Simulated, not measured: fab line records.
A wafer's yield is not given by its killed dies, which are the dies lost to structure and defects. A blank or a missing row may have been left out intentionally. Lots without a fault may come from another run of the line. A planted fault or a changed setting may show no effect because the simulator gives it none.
Chamber matching | flow sky130 | 4 sister chambers for SKY_SONOS_ONO_ETCH_15 on rie diel-03
The step etches the open film in CHF3/O2, target depth 19.52 nm, time 7.8 s. 14 wafers are shown with their chamber, then 7 later ones without.

== EACH WAFER AND ITS CHAMBER ==
wafer  | chamber | oes product au (a.u.) | throttle valve pct (%)
L531.1 | 0       | 0.994                 | 8.831
L531.3 | 1       | 1.001                 | 8.795
L531.5 | 0       | 0.989                 | 8.818
L537.1 | 0       | 0.994                 | 8.814
L537.2 | 2       | 1.001                 | 8.828
L537.5 | 0       | 0.986                 | 8.827
L543.3 | 1       | 0.997                 | 8.826
L543.5 | 3       | 1.008                 | 8.836
L543.6 | 0       | 0.991                 | 8.827
L545.1 | 0       | 0.995                 | 8.823
L545.3 | 3       | 1.001                 | 8.832
L545.5 | 1       | 1.009                 | 8.825
L549.3 | 1       | 0.994                 | 8.829
L549.4 | 0       | 0.993                 | 8.812

SIGNATURES (averages over the wafers above)
reading            | chamber 0 | chamber 1 | chamber 2 | chamber 3 | scatter within a chamber
oes product au     | 0.99171   | 1.00025   | 1.00100   | 1.00450   | 0.00463
throttle valve pct | 8.82171   | 8.81875   | 8.82800   | 8.83400   | 0.0104
Rule: distance of a wafer from a chamber = root of the sum over the readings of ((wafer's reading minus chamber's mean) / reading's scatter) squared. If the next closest chamber is less than 2 further off than the closest, the wafer can't be placed; otherwise it belongs to the closest. How the scatter is found: for the shown wafers, subtract from each reading the mean of its chamber, square and add these, divide the total by (wafers less chambers), then take the root.

== WAFERS MISSING THEIR CHAMBER ==
wafer  | oes product au (a.u.) | throttle valve pct (%)
L549.6 | 0.996                 | 8.822
L551.1 | 1.005                 | 8.827
L551.4 | 0.991                 | 8.828
L551.6 | 0.990                 | 8.827
L550.1 | 0.996                 | 8.846
L550.2 | 1.003                 | 8.820
L550.3 | 0.988                 | 8.836

== WHICH CHAMBER EACH ONE RAN IN ==
wafer  | from the rows above               | in truth
L549.6 | can't be placed: 0 or 1 or 2 or 3 | 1
L551.1 | can't be placed: 3 or 2 or 1      | 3
L551.4 | can't be placed: 0 or 2 or 1      | 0
L551.6 | can't be placed: 0 or 1 or 2      | 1
L550.1 | can't be placed: 2 or 3 or 0 or 1 | 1
L550.2 | can't be placed: 1 or 2 or 3 or 0 | 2
L550.3 | can't be placed: 0 or 2 or 1 or 3 | 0
Correct placement for 0 of the 7. From these rows, 7 cannot be placed; in 7 the true chamber is one of the candidates. Wrongly placed: 0.
